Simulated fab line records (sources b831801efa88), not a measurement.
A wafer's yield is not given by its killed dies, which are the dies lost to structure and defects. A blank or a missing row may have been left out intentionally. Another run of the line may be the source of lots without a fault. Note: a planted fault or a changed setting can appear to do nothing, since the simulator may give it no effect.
fab line records :: flow sky130
record:
  lots: 12
  wafers: 36
  lastDay: 50
route steps=708 shown METAL3@534 CAPM@549 VIA3@573 CAP2M@607 PAD_OPEN@708
lots that met no fault: taken from a fault-free run of the same line
startH: hours from the record's opening day to when the first of the lot's shown wafers began :: waitH: how many hours have passed since the lot's step before this one :: " as in the row above :: L1.1+2: several wafers, shown together as one row :: - no value, or no start was given :: * or withheld: withheld :: < > ~ a bound
route shown NAME@n: NAME is a module with steps in the file, n the number in the route of the first one :: usual: mean/standard deviation of fault-free wafers :: same: alike in all rows :: chamber/n: place in a boat :: sites: the reading at each site :: _std_site: standard deviation of those values :: _edge_site: outer sites' mean less inner sites' :: radiusMm: for every site, how far away it sits from the centre of the wafer :: mask NAME#n: copy n :: behind: tool/chamber where the wafer was last shaped :: hold: why the lot was held/for how many hours/how that ended :: device: whichever transistor did not switch (one of n, p or np) :: end of line: tests of these same wafers at the route's end :: for a step that has no rows: nothing shown but its recipe :: killed: the dies lost at the first sort to structure and to defects; this is not the yield of the wafer :: map: dies across one wafer; x = killed, . = not, _ = none there
set.NAME: setting as actually run; set.NAME@STEP: the setting as run at that earlier step :: model.NAME: the simulator's own value behind a step, which no gauge read
one table for each step of the route and one row for each wafer, over a sample of lots
services: when a tool's chamber went out of use (startH, in hours from the record's first day, below 0 if earlier), for how many hours, and the reason
== steps ==
step: SKY_METAL3_SPUTTER_02
recipe:
  material: AlCu
  targetThkNm: 735
  powerW: 10600
  timeS: 39.1
  chamberPressurePa: 0.4
usual:
  throttleValvePct: 30.6/0.69
lot.wafer: L189.1
tool: pvdSputter-04
chamber: -
startH: 868.49
waitH: 0.0
throttleValvePct: 29.4

lot.wafer: L189.4
tool: pvdSputter-04
chamber: -
startH: 868.49
waitH: 0.0
throttleValvePct: 32.2

lot.wafer: L189.5
tool: pvdSputter-04
chamber: -
startH: 868.49
waitH: 0.0
throttleValvePct: 32.3

lot.wafer: L190.1
tool: pvdSputter-01
chamber: -
startH: 872.47
waitH: 0.0
throttleValvePct: 30.2

lot.wafer: L190.2
tool: pvdSputter-01
chamber: -
startH: 872.47
waitH: 0.0
throttleValvePct: 29.8

lot.wafer: L190.3
tool: pvdSputter-01
chamber: -
startH: 872.47
waitH: 0.0
throttleValvePct: 30.6

lot.wafer: L192.2
tool: pvdSputter-03
chamber: -
startH: 892.26
waitH: 0.0
throttleValvePct: 30.2

lot.wafer: L192.3
tool: pvdSputter-03
chamber: -
startH: 892.26
waitH: 0.0
throttleValvePct: 31.1

lot.wafer: L192.4
tool: pvdSputter-03
chamber: -
startH: 892.26
waitH: 0.0
throttleValvePct: 30.3

lot.wafer: L195.2
tool: pvdSputter-04
chamber: -
startH: 907.96
waitH: 0.0
throttleValvePct: 32.1

lot.wafer: L195.4
tool: pvdSputter-04
chamber: -
startH: 907.96
waitH: 0.0
throttleValvePct: 31.0

lot.wafer: L195.5
tool: pvdSputter-04
chamber: -
startH: 907.96
waitH: 0.0
throttleValvePct: 30.9

lot.wafer: L196.1
tool: pvdSputter-03
chamber: -
startH: 911.88
waitH: 0.0
throttleValvePct: 30.1

lot.wafer: L196.2
tool: pvdSputter-03
chamber: -
startH: 911.88
waitH: 0.0
throttleValvePct: 30.8

lot.wafer: L196.6
tool: pvdSputter-03
chamber: -
startH: 911.88
waitH: 0.0
throttleValvePct: 30.3

lot.wafer: L197.1
tool: pvdSputter-03
chamber: -
startH: 919.47
waitH: 0.0
throttleValvePct: 30.5

lot.wafer: L197.3
tool: pvdSputter-03
chamber: -
startH: 919.47
waitH: 0.0
throttleValvePct: 30.0

lot.wafer: L197.4
tool: pvdSputter-03
chamber: -
startH: 919.47
waitH: 0.0
throttleValvePct: 30.8

lot.wafer: L198.3
tool: pvdSputter-03
chamber: -
startH: 928.71
waitH: 0.0
throttleValvePct: 30.5

lot.wafer: L198.4
tool: pvdSputter-03
chamber: -
startH: 928.71
waitH: 0.0
throttleValvePct: 30.4

lot.wafer: L198.5
tool: pvdSputter-03
chamber: -
startH: 928.71
waitH: 0.0
throttleValvePct: 30.4

lot.wafer: L205.1
tool: pvdSputter-04
chamber: -
startH: 988.41
waitH: 0.0
throttleValvePct: 30.3

lot.wafer: L205.2
tool: pvdSputter-04
chamber: -
startH: 988.41
waitH: 0.0
throttleValvePct: 29.5

lot.wafer: L205.4
tool: pvdSputter-04
chamber: -
startH: 988.41
waitH: 0.0
throttleValvePct: 30.3

lot.wafer: L207.1
tool: pvdSputter-03
chamber: -
startH: 993.29
waitH: 0.0
throttleValvePct: 30.2

lot.wafer: L207.5
tool: pvdSputter-03
chamber: -
startH: 993.29
waitH: 0.0
throttleValvePct: 30.3

lot.wafer: L207.6
tool: pvdSputter-03
chamber: -
startH: 993.29
waitH: 0.0
throttleValvePct: 30.5

lot.wafer: L206.3
tool: pvdSputter-04
chamber: -
startH: 998.77
waitH: 0.0
throttleValvePct: 32.2

lot.wafer: L206.5
tool: pvdSputter-04
chamber: -
startH: 998.77
waitH: 0.0
throttleValvePct: 30.5

lot.wafer: L206.6
tool: pvdSputter-04
chamber: -
startH: 998.77
waitH: 0.0
throttleValvePct: 32.1

lot.wafer: L209.2
tool: pvdSputter-03
chamber: -
startH: 1004.51
waitH: 0.0
throttleValvePct: 30.8

lot.wafer: L209.3
tool: pvdSputter-03
chamber: -
startH: 1004.51
waitH: 0.0
throttleValvePct: 30.7

lot.wafer: L209.6
tool: pvdSputter-03
chamber: -
startH: 1004.51
waitH: 0.0
throttleValvePct: 31.2

lot.wafer: L210.2
tool: pvdSputter-04
chamber: -
startH: 1013.47
waitH: 0.0
throttleValvePct: 30.5

lot.wafer: L210.4
tool: pvdSputter-04
chamber: -
startH: 1013.47
waitH: 0.0
throttleValvePct: 31.1

lot.wafer: L210.6
tool: pvdSputter-04
chamber: -
startH: 1013.47
waitH: 0.0
throttleValvePct: 30.3
step: SKY_CAPM_OVL_MEAS_12
usual:
  CAPM_OVL: -0.3/1.3
lot.wafer: L189.1
tool: overlay-01
chamber: -
startH: 894.08
waitH: 0.1
CAPM_OVL[nm]: -2.5

lot.wafer: L189.4
tool: overlay-01
chamber: -
startH: 894.08
waitH: 0.1
CAPM_OVL[nm]: -2.6

lot.wafer: L189.5
tool: overlay-01
chamber: -
startH: 894.08
waitH: 0.1
CAPM_OVL[nm]: -2.5

lot.wafer: L190.1
tool: overlay-02
chamber: -
startH: 899.03
waitH: 0.1
CAPM_OVL[nm]: 0.7

lot.wafer: L190.2
tool: overlay-02
chamber: -
startH: 899.03
waitH: 0.1
CAPM_OVL[nm]: 1.7

lot.wafer: L190.3
tool: overlay-02
chamber: -
startH: 899.03
waitH: 0.1
CAPM_OVL[nm]: -0.6

lot.wafer: L192.2
tool: overlay-01
chamber: -
startH: 917.13
waitH: 0.1
CAPM_OVL[nm]: 1.3

lot.wafer: L192.3
tool: overlay-01
chamber: -
startH: 917.13
waitH: 0.1
CAPM_OVL[nm]: 1.5

lot.wafer: L192.4
tool: overlay-01
chamber: -
startH: 917.13
waitH: 0.1
CAPM_OVL[nm]: 2.1

lot.wafer: L195.2
tool: overlay-01
chamber: -
startH: 932.73
waitH: 0.1
CAPM_OVL[nm]: -2.2

lot.wafer: L195.4
tool: overlay-01
chamber: -
startH: 932.73
waitH: 0.1
CAPM_OVL[nm]: 0.2

lot.wafer: L195.5
tool: overlay-01
chamber: -
startH: 932.73
waitH: 0.1
CAPM_OVL[nm]: -0.9

lot.wafer: L196.1
tool: overlay-01
chamber: -
startH: 936.83
waitH: 0.1
CAPM_OVL[nm]: -0.2

lot.wafer: L196.2
tool: overlay-01
chamber: -
startH: 936.83
waitH: 0.1
CAPM_OVL[nm]: -0.3

lot.wafer: L196.6
tool: overlay-01
chamber: -
startH: 936.83
waitH: 0.1
CAPM_OVL[nm]: 0.5

lot.wafer: L197.1
tool: overlay-02
chamber: -
startH: 944.38
waitH: 0.1
CAPM_OVL[nm]: 0.1

lot.wafer: L197.3
tool: overlay-02
chamber: -
startH: 944.38
waitH: 0.1
CAPM_OVL[nm]: -1.0

lot.wafer: L197.4
tool: overlay-02
chamber: -
startH: 944.38
waitH: 0.1
CAPM_OVL[nm]: -0.3

lot.wafer: L198.3
tool: overlay-01
chamber: -
startH: 953.86
waitH: 0.1
CAPM_OVL[nm]: -1.5

lot.wafer: L198.4
tool: overlay-01
chamber: -
startH: 953.86
waitH: 0.1
CAPM_OVL[nm]: -0.6

lot.wafer: L198.5
tool: overlay-01
chamber: -
startH: 953.86
waitH: 0.1
CAPM_OVL[nm]: 0.9

lot.wafer: L205.1
tool: overlay-01
chamber: -
startH: 1011.28
waitH: 0.1
CAPM_OVL[nm]: -1.0

lot.wafer: L205.2
tool: overlay-01
chamber: -
startH: 1011.28
waitH: 0.1
CAPM_OVL[nm]: -0.7

lot.wafer: L205.4
tool: overlay-01
chamber: -
startH: 1011.28
waitH: 0.1
CAPM_OVL[nm]: -1.7

lot.wafer: L207.1
tool: overlay-02
chamber: -
startH: 1015.75
waitH: 0.1
CAPM_OVL[nm]: 1.0

lot.wafer: L207.5
tool: overlay-02
chamber: -
startH: 1015.75
waitH: 0.1
CAPM_OVL[nm]: -0.5

lot.wafer: L207.6
tool: overlay-02
chamber: -
startH: 1015.75
waitH: 0.1
CAPM_OVL[nm]: 1.4

lot.wafer: L206.3
tool: overlay-01
chamber: -
startH: 1021.89
waitH: 0.1
CAPM_OVL[nm]: 1.2

lot.wafer: L206.5
tool: overlay-01
chamber: -
startH: 1021.89
waitH: 0.1
CAPM_OVL[nm]: 1.1

lot.wafer: L206.6
tool: overlay-01
chamber: -
startH: 1021.89
waitH: 0.1
CAPM_OVL[nm]: 0.6

lot.wafer: L209.2
tool: overlay-02
chamber: -
startH: 1027.55
waitH: 0.1
CAPM_OVL[nm]: 1.1

lot.wafer: L209.3
tool: overlay-02
chamber: -
startH: 1027.55
waitH: 0.1
CAPM_OVL[nm]: 1.5

lot.wafer: L209.6
tool: overlay-02
chamber: -
startH: 1027.55
waitH: 0.1
CAPM_OVL[nm]: 0.5

lot.wafer: L210.2
tool: overlay-01
chamber: -
startH: 1036.15
waitH: 0.1
CAPM_OVL[nm]: -0.1

lot.wafer: L210.4
tool: overlay-01
chamber: -
startH: 1036.15
waitH: 0.1
CAPM_OVL[nm]: 1.6

lot.wafer: L210.6
tool: overlay-01
chamber: -
startH: 1036.15
waitH: 0.1
CAPM_OVL[nm]: 0.1
step: SKY_VIA3_HDPCVD_00
recipe:
  material: SiO2
  targetThkNm: 1635
  sigmaOpenFrac: 0.3
  timeS: 272.5
  tempC: 400
  sih4FlowSccm: 60
  pressureMtorr: 6
lot.wafer: L189.1+4+5
tool: hdpcvd-02
chamber: 2,0,2
startH: 920.40
waitH: 0.0

lot.wafer: L190.1+2+3
tool: hdpcvd-01
chamber: 2,1,0
startH: 925.32
waitH: 0.0

lot.wafer: L192.2+3+4
tool: hdpcvd-02
chamber: 2,0,2
startH: 944.05
waitH: 0.0

lot.wafer: L195.2+4+5
tool: hdpcvd-01
chamber: 1,1,2
startH: 959.49
waitH: 0.0

lot.wafer: L196.1+2+6
tool: hdpcvd-01
chamber: 1,0,1
startH: 963.94
waitH: 0.0

lot.wafer: L197.1+3+4
tool: hdpcvd-02
chamber: 2,0,0
startH: 971.01
waitH: 0.0

lot.wafer: L198.3+4+5
tool: hdpcvd-01
chamber: 1,0,2
startH: 980.75
waitH: 0.0

lot.wafer: L205.1+2+4
tool: hdpcvd-02
chamber: 2,0,0
startH: 1036.25
waitH: 0.0

lot.wafer: L207.1+5+6
tool: hdpcvd-01
chamber: 0,1,0
startH: 1040.04
waitH: 0.0

lot.wafer: L206.3+5+6
tool: hdpcvd-02
chamber: 2,2,0
startH: 1046.36
waitH: 0.0

lot.wafer: L209.2+3+6
tool: hdpcvd-01
chamber: 0,1,1
startH: 1052.19
waitH: 0.0

lot.wafer: L210.2+4+6
tool: hdpcvd-01
chamber: 2,0,1
startH: 1059.58
waitH: 0.0
step: SKY_VIA3_THK_MEAS_01
recipe:
  reads: SiO2_of_VIA3_HDPCVD_00
usual:
  VIA3_HDPCVD_THK: 1638/20
lot.wafer: L189.1
tool: filmMetro-04
chamber: -
startH: 920.56
waitH: 0.1
VIA3_HDPCVD_THK[nm]: 1663

lot.wafer: L189.4
tool: filmMetro-04
chamber: -
startH: 920.56
waitH: 0.1
VIA3_HDPCVD_THK[nm]: 1660

lot.wafer: L189.5
tool: filmMetro-04
chamber: -
startH: 920.56
waitH: 0.1
VIA3_HDPCVD_THK[nm]: 1656

lot.wafer: L190.1
tool: filmMetro-02
chamber: -
startH: 925.49
waitH: 0.1
VIA3_HDPCVD_THK[nm]: 1648

lot.wafer: L190.2
tool: filmMetro-02
chamber: -
startH: 925.49
waitH: 0.1
VIA3_HDPCVD_THK[nm]: 1614

lot.wafer: L190.3
tool: filmMetro-02
chamber: -
startH: 925.49
waitH: 0.1
VIA3_HDPCVD_THK[nm]: 1597

lot.wafer: L192.2
tool: filmMetro-03
chamber: -
startH: 944.23
waitH: 0.1
VIA3_HDPCVD_THK[nm]: 1640

lot.wafer: L192.3
tool: filmMetro-03
chamber: -
startH: 944.23
waitH: 0.1
VIA3_HDPCVD_THK[nm]: 1631

lot.wafer: L192.4
tool: filmMetro-03
chamber: -
startH: 944.23
waitH: 0.1
VIA3_HDPCVD_THK[nm]: 1653

lot.wafer: L195.2
tool: filmMetro-03
chamber: -
startH: 959.67
waitH: 0.1
VIA3_HDPCVD_THK[nm]: 1645

lot.wafer: L195.4
tool: filmMetro-03
chamber: -
startH: 959.67
waitH: 0.1
VIA3_HDPCVD_THK[nm]: 1651

lot.wafer: L195.5
tool: filmMetro-03
chamber: -
startH: 959.67
waitH: 0.1
VIA3_HDPCVD_THK[nm]: 1633

lot.wafer: L196.1
tool: filmMetro-02
chamber: -
startH: 964.11
waitH: 0.1
VIA3_HDPCVD_THK[nm]: 2334

lot.wafer: L196.2
tool: filmMetro-02
chamber: -
startH: 964.11
waitH: 0.1
VIA3_HDPCVD_THK[nm]: 1634

lot.wafer: L196.6
tool: filmMetro-02
chamber: -
startH: 964.11
waitH: 0.1
VIA3_HDPCVD_THK[nm]: 2329

lot.wafer: L197.1
tool: filmMetro-02
chamber: -
startH: 971.18
waitH: 0.1
VIA3_HDPCVD_THK[nm]: 1669

lot.wafer: L197.3
tool: filmMetro-02
chamber: -
startH: 971.18
waitH: 0.1
VIA3_HDPCVD_THK[nm]: 1656

lot.wafer: L197.4
tool: filmMetro-02
chamber: -
startH: 971.18
waitH: 0.1
VIA3_HDPCVD_THK[nm]: 1647

lot.wafer: L198.3
tool: filmMetro-03
chamber: -
startH: 980.94
waitH: 0.1
VIA3_HDPCVD_THK[nm]: 1649

lot.wafer: L198.4
tool: filmMetro-03
chamber: -
startH: 980.94
waitH: 0.1
VIA3_HDPCVD_THK[nm]: 1630

lot.wafer: L198.5
tool: filmMetro-03
chamber: -
startH: 980.94
waitH: 0.1
VIA3_HDPCVD_THK[nm]: 2330

lot.wafer: L205.1
tool: filmMetro-02
chamber: -
startH: 1036.42
waitH: 0.1
VIA3_HDPCVD_THK[nm]: 1652

lot.wafer: L205.2
tool: filmMetro-02
chamber: -
startH: 1036.42
waitH: 0.1
VIA3_HDPCVD_THK[nm]: 1649

lot.wafer: L205.4
tool: filmMetro-02
chamber: -
startH: 1036.42
waitH: 0.1
VIA3_HDPCVD_THK[nm]: 1652

lot.wafer: L207.1
tool: filmMetro-03
chamber: -
startH: 1040.21
waitH: 0.1
VIA3_HDPCVD_THK[nm]: 1633

lot.wafer: L207.5
tool: filmMetro-03
chamber: -
startH: 1040.21
waitH: 0.1
VIA3_HDPCVD_THK[nm]: 1627

lot.wafer: L207.6
tool: filmMetro-03
chamber: -
startH: 1040.21
waitH: 0.1
VIA3_HDPCVD_THK[nm]: 1646

lot.wafer: L206.3
tool: filmMetro-02
chamber: -
startH: 1046.54
waitH: 0.1
VIA3_HDPCVD_THK[nm]: 1659

lot.wafer: L206.5
tool: filmMetro-02
chamber: -
startH: 1046.54
waitH: 0.1
VIA3_HDPCVD_THK[nm]: 1664

lot.wafer: L206.6
tool: filmMetro-02
chamber: -
startH: 1046.54
waitH: 0.1
VIA3_HDPCVD_THK[nm]: 1655

lot.wafer: L209.2
tool: filmMetro-02
chamber: -
startH: 1052.36
waitH: 0.1
VIA3_HDPCVD_THK[nm]: 1688

lot.wafer: L209.3
tool: filmMetro-02
chamber: -
startH: 1052.36
waitH: 0.1
VIA3_HDPCVD_THK[nm]: 1648

lot.wafer: L209.6
tool: filmMetro-02
chamber: -
startH: 1052.36
waitH: 0.1
VIA3_HDPCVD_THK[nm]: 1652

lot.wafer: L210.2
tool: filmMetro-04
chamber: -
startH: 1059.76
waitH: 0.1
VIA3_HDPCVD_THK[nm]: 1631

lot.wafer: L210.4
tool: filmMetro-04
chamber: -
startH: 1059.76
waitH: 0.1
VIA3_HDPCVD_THK[nm]: 1648

lot.wafer: L210.6
tool: filmMetro-04
chamber: -
startH: 1059.76
waitH: 0.1
VIA3_HDPCVD_THK[nm]: 1660
step: SKY_CAP2M_THK_MEAS_04
recipe:
  thkMeasGauge: xrf
  reads: TiN_of_CAP2M_SPUTTER_02
usual:
  CAP2M_TIN_THK: 197/3.4
lot.wafer: L189.1
tool: filmMetro-02
chamber: -
startH: 947.54
waitH: 0.1
CAP2M_TIN_THK[nm]: 194

lot.wafer: L189.4
tool: filmMetro-02
chamber: -
startH: 947.54
waitH: 0.1
CAP2M_TIN_THK[nm]: 197

lot.wafer: L189.5
tool: filmMetro-02
chamber: -
startH: 947.54
waitH: 0.1
CAP2M_TIN_THK[nm]: 195

lot.wafer: L190.1
tool: filmMetro-02
chamber: -
startH: 952.87
waitH: 0.1
CAP2M_TIN_THK[nm]: 193

lot.wafer: L190.2
tool: filmMetro-02
chamber: -
startH: 952.87
waitH: 0.1
CAP2M_TIN_THK[nm]: 195

lot.wafer: L190.3
tool: filmMetro-02
chamber: -
startH: 952.87
waitH: 0.1
CAP2M_TIN_THK[nm]: 189

lot.wafer: L192.2
tool: filmMetro-03
chamber: -
startH: 974.88
waitH: 0.1
CAP2M_TIN_THK[nm]: 193

lot.wafer: L192.3
tool: filmMetro-03
chamber: -
startH: 974.88
waitH: 0.1
CAP2M_TIN_THK[nm]: 193

lot.wafer: L192.4
tool: filmMetro-03
chamber: -
startH: 974.88
waitH: 0.1
CAP2M_TIN_THK[nm]: 201

lot.wafer: L195.2
tool: filmMetro-03
chamber: -
startH: 985.23
waitH: 0.1
CAP2M_TIN_THK[nm]: 198

lot.wafer: L195.4
tool: filmMetro-03
chamber: -
startH: 985.23
waitH: 0.1
CAP2M_TIN_THK[nm]: 204

lot.wafer: L195.5
tool: filmMetro-03
chamber: -
startH: 985.23
waitH: 0.1
CAP2M_TIN_THK[nm]: 198

lot.wafer: L196.1
tool: filmMetro-01
chamber: -
startH: 991.00
waitH: 0.1
CAP2M_TIN_THK[nm]: 197

lot.wafer: L196.2
tool: filmMetro-01
chamber: -
startH: 991.00
waitH: 0.1
CAP2M_TIN_THK[nm]: 191

lot.wafer: L196.6
tool: filmMetro-01
chamber: -
startH: 991.00
waitH: 0.1
CAP2M_TIN_THK[nm]: 197

lot.wafer: L197.1
tool: filmMetro-01
chamber: -
startH: 1000.50
waitH: 0.1
CAP2M_TIN_THK[nm]: 198

lot.wafer: L197.3
tool: filmMetro-01
chamber: -
startH: 1000.50
waitH: 0.1
CAP2M_TIN_THK[nm]: 201

lot.wafer: L197.4
tool: filmMetro-01
chamber: -
startH: 1000.50
waitH: 0.1
CAP2M_TIN_THK[nm]: 201

lot.wafer: L198.3
tool: filmMetro-03
chamber: -
startH: 1007.05
waitH: 0.1
CAP2M_TIN_THK[nm]: 196

lot.wafer: L198.4
tool: filmMetro-03
chamber: -
startH: 1007.05
waitH: 0.1
CAP2M_TIN_THK[nm]: 192

lot.wafer: L198.5
tool: filmMetro-03
chamber: -
startH: 1007.05
waitH: 0.1
CAP2M_TIN_THK[nm]: 196

lot.wafer: L205.1
tool: filmMetro-01
chamber: -
startH: 1061.03
waitH: 0.1
CAP2M_TIN_THK[nm]: 191

lot.wafer: L205.2
tool: filmMetro-01
chamber: -
startH: 1061.03
waitH: 0.1
CAP2M_TIN_THK[nm]: 199

lot.wafer: L205.4
tool: filmMetro-01
chamber: -
startH: 1061.03
waitH: 0.1
CAP2M_TIN_THK[nm]: 193

lot.wafer: L207.1
tool: filmMetro-01
chamber: -
startH: 1064.33
waitH: 0.1
CAP2M_TIN_THK[nm]: 197

lot.wafer: L207.5
tool: filmMetro-01
chamber: -
startH: 1064.33
waitH: 0.1
CAP2M_TIN_THK[nm]: 196

lot.wafer: L207.6
tool: filmMetro-01
chamber: -
startH: 1064.33
waitH: 0.1
CAP2M_TIN_THK[nm]: 198

lot.wafer: L206.3
tool: filmMetro-03
chamber: -
startH: 1069.85
waitH: 0.1
CAP2M_TIN_THK[nm]: 191

lot.wafer: L206.5
tool: filmMetro-03
chamber: -
startH: 1069.85
waitH: 0.1
CAP2M_TIN_THK[nm]: 194

lot.wafer: L206.6
tool: filmMetro-03
chamber: -
startH: 1069.85
waitH: 0.1
CAP2M_TIN_THK[nm]: 193

lot.wafer: L209.2
tool: filmMetro-02
chamber: -
startH: 1075.64
waitH: 0.1
CAP2M_TIN_THK[nm]: 204

lot.wafer: L209.3
tool: filmMetro-02
chamber: -
startH: 1075.64
waitH: 0.1
CAP2M_TIN_THK[nm]: 195

lot.wafer: L209.6
tool: filmMetro-02
chamber: -
startH: 1075.64
waitH: 0.1
CAP2M_TIN_THK[nm]: 197

lot.wafer: L210.2
tool: filmMetro-01
chamber: -
startH: 1083.35
waitH: 0.1
CAP2M_TIN_THK[nm]: 192

lot.wafer: L210.4
tool: filmMetro-01
chamber: -
startH: 1083.35
waitH: 0.1
CAP2M_TIN_THK[nm]: 191

lot.wafer: L210.6
tool: filmMetro-01
chamber: -
startH: 1083.35
waitH: 0.1
CAP2M_TIN_THK[nm]: 194
step: SKY_PAD_OPEN_PROBE_99
usual:
  defectLimitedYield: 82.3/1.9
  killed_at_M0_to_M3: 45/6.6
  killed_at_M4_up: 3.1/1.6
  killedAtContacts: 24/5
  killedAtFrontEnd: 14/4.4
  killedAtOther: 0.3/0.58
  killedDies: 87/9.2
  killedOpen: 47/6.7
  killedShort: 40/6.4
  sort_bin_3_pad_short: 0.9/0.5
  sort_bin_5_function: 10.4/1.6
  sort_bin_6_memory: 6.4/1.1
  sortNPass: 405/9.1
  sortYieldPct: 82.3/1.9
same:
  grossDies: 492
  killedAtBackSide: 0
  sort_bin_4_leakage[%]: 0
  sort_bin_8_speed[%]: 0
lot.wafer: L197.1
tool: prober-01
chamber: -
startH: 1131.55
waitH: 0.1
defectLimitedYield[%]: 77.0
killed_at_M0_to_M3: 56
killed_at_M4_up: 3
killedAtContacts: 35
killedAtFrontEnd: 17
killedAtOther: 2
killedDies: 113
killedOpen: 48
killedShort: 65
sort_bin_3_pad_short[%]: 2.4
sort_bin_5_function[%]: 13.6
sort_bin_6_memory[%]: 6.9
sortNPass: 379
sortYieldPct[%]: 77.0

lot.wafer: L197.3
tool: prober-01
chamber: -
startH: 1131.65
waitH: 0.2
defectLimitedYield[%]: 81.7
killed_at_M0_to_M3: 44
killed_at_M4_up: 1
killedAtContacts: 27
killedAtFrontEnd: 18
killedAtOther: 0
killedDies: 90
killedOpen: 42
killedShort: 48
sort_bin_3_pad_short[%]: 0.6
sort_bin_5_function[%]: 11.0
sort_bin_6_memory[%]: 6.7
sortNPass: 402
sortYieldPct[%]: 81.7

lot.wafer: L197.4
tool: prober-01
chamber: -
startH: 1131.70
waitH: 0.2
defectLimitedYield[%]: 82.5
killed_at_M0_to_M3: 30
killed_at_M4_up: 5
killedAtContacts: 32
killedAtFrontEnd: 19
killedAtOther: 0
killedDies: 86
killedOpen: 49
killedShort: 37
sort_bin_3_pad_short[%]: 0.8
sort_bin_5_function[%]: 8.7
sort_bin_6_memory[%]: 7.9
sortNPass: 406
sortYieldPct[%]: 82.5

lot.wafer: L206.3
tool: prober-01
chamber: -
startH: 1187.74
waitH: 0.2
defectLimitedYield[%]: 77.4
killed_at_M0_to_M3: 49
killed_at_M4_up: 4
killedAtContacts: 39
killedAtFrontEnd: 18
killedAtOther: 1
killedDies: 111
killedOpen: 64
killedShort: 47
sort_bin_3_pad_short[%]: 1.0
sort_bin_5_function[%]: 15.4
sort_bin_6_memory[%]: 6.1
sortNPass: 381
sortYieldPct[%]: 77.4

lot.wafer: L206.5
tool: prober-01
chamber: -
startH: 1187.84
waitH: 0.2
defectLimitedYield[%]: 78.3
killed_at_M0_to_M3: 56
killed_at_M4_up: 3
killedAtContacts: 31
killedAtFrontEnd: 16
killedAtOther: 1
killedDies: 107
killedOpen: 55
killedShort: 52
sort_bin_3_pad_short[%]: 1.6
sort_bin_5_function[%]: 13.2
sort_bin_6_memory[%]: 6.9
sortNPass: 385
sortYieldPct[%]: 78.3

lot.wafer: L206.6
tool: prober-01
chamber: -
startH: 1187.89
waitH: 0.2
defectLimitedYield[%]: 78.5
killed_at_M0_to_M3: 55
killed_at_M4_up: 5
killedAtContacts: 32
killedAtFrontEnd: 14
killedAtOther: 0
killedDies: 106
killedOpen: 59
killedShort: 47
sort_bin_3_pad_short[%]: 0.4
sort_bin_5_function[%]: 14.8
sort_bin_6_memory[%]: 6.3
sortNPass: 386
sortYieldPct[%]: 78.5
killed by level:class
L197.1 CONTACT:geometricParticle:open=13 METAL2:geometricParticle:short=11 VIA3:geometricParticle:open=9 CONTACT:geometricParticle:short=8 VIA1:geometricParticle:open=7 METAL1:geometricParticle:short=7 FIELD_ISO:geometricParticle:short=5 POLY_GATE:geometricParticle:short=5
L197.3 CONTACT:geometricParticle:open=14 METAL2:geometricParticle:short=11 CONTACT:geometricParticle:short=8 METAL1:geometricParticle:short=7 VIA1:geometricParticle:open=7 VIA2:geometricParticle:open=5 FIELD_ISO:geometricParticle:short=4 POLY_GATE:geometricParticle:open=3
L197.4 CONTACT:geometricParticle:open=14 VIA2:geometricParticle:open=9 METAL2:geometricParticle:short=7 LI_CONTACT:geometricParticle:open=7 FIELD_ISO:geometricParticle:open=4 FIELD_ISO:geometricParticle:short=4 POLY_GATE:geometricParticle:open=4 CONTACT:geometricParticle:short=4
L206.3 CONTACT:geometricParticle:open=12 VIA2:geometricParticle:open=12 FIELD_ISO:geometricParticle:open=8 LI_CONTACT:geometricParticle:short=7 CONTACT:geometricParticle:short=7 VIA1:geometricParticle:open=7 VIA3:geometricParticle:open=7 METAL1:geometricParticle:short=6
L206.5 CONTACT:geometricParticle:open=14 VIA1:geometricParticle:open=13 VIA1:geometricParticle:short=8 LI_CONTACT:geometricParticle:open=8 VIA2:geometricParticle:open=8 LOCAL_INTERCONNECT:geometricParticle:short=5 METAL1:geometricParticle:short=5 METAL2:geometricParticle:short=5
L206.6 VIA1:geometricParticle:open=16 CONTACT:geometricParticle:open=12 LI_CONTACT:geometricParticle:open=10 VIA2:geometricParticle:short=7 METAL1:geometricParticle:short=6 FIELD_ISO:geometricParticle:open=5 VIA1:geometricParticle:short=5 VIA2:geometricParticle:open=5
== services ==
tool: pvdSputter-04
chamber: 0
startH: 846.48
hours: -
kind: consumableReplace:kit

tool: pvdSputter-04
chamber: 0
startH: 846.48
hours: 18.0
kind: scheduledDown

tool: pvdSputter-04
chamber: 0
startH: 846.48
hours: 18.0
kind: ventCycle

tool: pvdSputter-04
chamber: -
startH: 847.75
hours: 4.6
kind: repair

tool: hdpcvd-01
chamber: -
startH: 859.02
hours: 5.0
kind: repair

tool: pvdSputter-01
chamber: 2
startH: 869.10
hours: -
kind: consumableReplace:kit

tool: pvdSputter-01
chamber: 2
startH: 869.10
hours: 18.0
kind: scheduledDown

tool: pvdSputter-01
chamber: 2
startH: 869.10
hours: 18.0
kind: ventCycle

tool: hdpcvd-02
chamber: -
startH: 950.25
hours: 15.0
kind: pm

tool: hdpcvd-02
chamber: 0
startH: 950.25
hours: 15.0
kind: ventCycle

tool: hdpcvd-02
chamber: 1
startH: 950.25
hours: 15.0
kind: ventCycle

tool: hdpcvd-02
chamber: 2
startH: 950.25
hours: 15.0
kind: ventCycle

tool: pvdSputter-01
chamber: -
startH: 957.34
hours: 0.5
kind: repair

tool: hdpcvd-02
chamber: 0
startH: 965.25
hours: -
kind: clean

tool: hdpcvd-02
chamber: 1
startH: 965.25
hours: -
kind: clean

tool: hdpcvd-02
chamber: 2
startH: 965.25
hours: -
kind: clean

tool: pvdSputter-04
chamber: 3
startH: 977.00
hours: -
kind: consumableReplace:kit

tool: pvdSputter-04
chamber: 3
startH: 977.00
hours: 18.0
kind: scheduledDown

tool: pvdSputter-04
chamber: 3
startH: 977.00
hours: 18.0
kind: ventCycle

tool: hdpcvd-02
chamber: 0
startH: 979.60
hours: 2.0
kind: repair

tool: pvdSputter-03
chamber: -
startH: 988.11
hours: 1.3
kind: repair

tool: hdpcvd-02
chamber: -
startH: 988.28
hours: 6.0
kind: pm

tool: pvdSputter-01
chamber: -
startH: 1003.05
hours: 6.7
kind: repair

tool: hdpcvd-01
chamber: -
startH: 1030.89
hours: 6.0
kind: pm
== key ==
firstSign:
  step: SKY_VIA3_THK_MEAS_01
  reading: VIA3_HDPCVD_THK
  direction: up
  sigmas: 34
  usual: 1638
  struck: 2331
effect none on later readings
metAt SKY_VIA3_HDPCVD_00
struckLots L196,L198
struckWafers L196.1,L196.6,L198.5
notActingAt SKY_METAL3_SPUTTER_02,SKY_CAPM_OVL_MEAS_12,SKY_CAP2M_THK_MEAS_04
onsetBetween 959.49 963.94
fault:
  kind: processParameterDrift
  tool: hdpcvd-01
  chamber: -
  onsetH: 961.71
  steps: SKY_VIA3_HDPCVD_00
  channel: targetThkNm
  offset: 674.55
  shape: step
  endH: 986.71
  scope: struckWafersOnly
  actsIn: theseRecipesOnly
  stated: 1635
